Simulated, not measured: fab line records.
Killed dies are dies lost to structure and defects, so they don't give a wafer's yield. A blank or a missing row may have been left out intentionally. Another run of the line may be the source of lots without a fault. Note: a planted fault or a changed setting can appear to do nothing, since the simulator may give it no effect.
The tool behind it: which one? :: flow sky130 :: 7 lots, 21 wafers sampled, at 4 steps of a route of 708

WHAT THE GAUGES READ, wafer by wafer
SKY_VT_ADJUST_LVTN_TW_MEAS_10.
lot: L319
measured: day 7 13:42
on: film_metro-02
VT_ADJUST_LVTN_TW: 244.1 242.6 244.0

lot: L321
measured: day 8 00:05
on: film_metro-03
VT_ADJUST_LVTN_TW: 245.6 245.3 244.7

lot: L324
measured: day 8 19:49
on: film_metro-02
VT_ADJUST_LVTN_TW: 30.0 30.1 29.8

lot: L326
measured: day 9 09:40
on: film_metro-02
VT_ADJUST_LVTN_TW: 30.0 30.0 29.9

lot: L334
measured: day 11 11:44
on: film_metro-02
VT_ADJUST_LVTN_TW: 241.8 242.6 242.2

lot: L336
measured: day 11 22:05
on: film_metro-04
VT_ADJUST_LVTN_TW: 243.7 243.9 244.9

lot: L339
measured: day 12 20:59
on: film_metro-04
VT_ADJUST_LVTN_TW: 243.6 244.2 243.4

EACH LOT AND THE TOOL THAT RAN IT (in order: tool; ch and the chambers of the sampled wafers; start)
lot: L319
SKY_FIELD_ISO_CMP_27: cmp-02 ch 2,3, day 2 21:30
SKY_VT_ADJUST_HVTP_STRIP_10: plasma_asher-04 ch 0,1, day 6 17:06
SKY_VT_ADJUST_LVTN_STRIP_09: plasma_asher-03 ch 0, day 7 13:35

lot: L321
SKY_FIELD_ISO_CMP_27: cmp-02 ch 0,2,3, day 3 06:38
SKY_VT_ADJUST_HVTP_STRIP_10: plasma_asher-04 ch 0,1, day 7 03:30
SKY_VT_ADJUST_LVTN_STRIP_09: plasma_asher-03 ch 0,1, day 7 23:59

lot: L324
SKY_FIELD_ISO_CMP_27: cmp-02 ch 1,2, day 3 22:32
SKY_VT_ADJUST_HVTP_STRIP_10: plasma_asher-03 ch 0,1, day 7 23:27
SKY_VT_ADJUST_LVTN_STRIP_09: plasma_asher-02 ch 0,1, day 8 19:43

lot: L326
SKY_FIELD_ISO_CMP_27: cmp-01 ch 0,3, day 4 07:58
SKY_VT_ADJUST_HVTP_STRIP_10: plasma_asher-04 ch 0,1, day 8 12:02
SKY_VT_ADJUST_LVTN_STRIP_09: plasma_asher-03 ch 0,1, day 9 09:34

lot: L334
SKY_FIELD_ISO_CMP_27: cmp-01 ch 0,2,3, day 6 01:46
SKY_VT_ADJUST_HVTP_STRIP_10: plasma_asher-03 ch 0,1, day 10 13:41
SKY_VT_ADJUST_LVTN_STRIP_09: plasma_asher-03 ch 0,1, day 11 11:38

lot: L336
SKY_FIELD_ISO_CMP_27: cmp-01 ch 0,1,2, day 6 11:07
SKY_VT_ADJUST_HVTP_STRIP_10: plasma_asher-03 ch 0,1, day 10 22:05
SKY_VT_ADJUST_LVTN_STRIP_09: plasma_asher-01 ch 0,1, day 11 21:59

lot: L339
SKY_FIELD_ISO_CMP_27: cmp-01 ch 1,3, day 7 06:34
SKY_VT_ADJUST_HVTP_STRIP_10: plasma_asher-04 ch 0,1, day 11 20:47
SKY_VT_ADJUST_LVTN_STRIP_09: plasma_asher-01 ch 0,1, day 12 20:53
- SKY_FIELD_ISO_CMP_27: polishes, stops on Si3N4, t overpolish 16 s, target thk 457.8 nm.
- SKY_VT_ADJUST_HVTP_STRIP_10: strips in O2/N2.
- SKY_VT_ADJUST_LVTN_STRIP_09: strips in O2/N2.

THE ANSWER, worked out from the rows above alone
Rule: what is usual is taken from the lots themselves. The widest of any qualifying gaps counts: lots, ordered by their means at a reading, are off when they make up no more than a third of the lots, leave a main group of 4 or more, and stand apart from it by 3 or more times the standard deviation of that group's means. Not used: any main group whose means are identical at the precision the tables above print for the reading. A lot without any number at a reading at which 4 lots or more have one is off too. Any other lot the step has rows for is counted as sound.
Off: L324, L326, seen at SKY_VT_ADJUST_LVTN_TW_MEAS_10 (VT_ADJUST_LVTN_TW). For the main group the mean is 243.8 and the standard deviation 0.97.
A tool fits if, at a process step before that reading, it ran every lot that is off, and no sound lot after the first of them. Gauges at SKY_VT_ADJUST_LVTN_TW_MEAS_10: tried the same way as those tools. Not one of the candidates tried fits.

WHAT THE SIMULATOR PUT IN
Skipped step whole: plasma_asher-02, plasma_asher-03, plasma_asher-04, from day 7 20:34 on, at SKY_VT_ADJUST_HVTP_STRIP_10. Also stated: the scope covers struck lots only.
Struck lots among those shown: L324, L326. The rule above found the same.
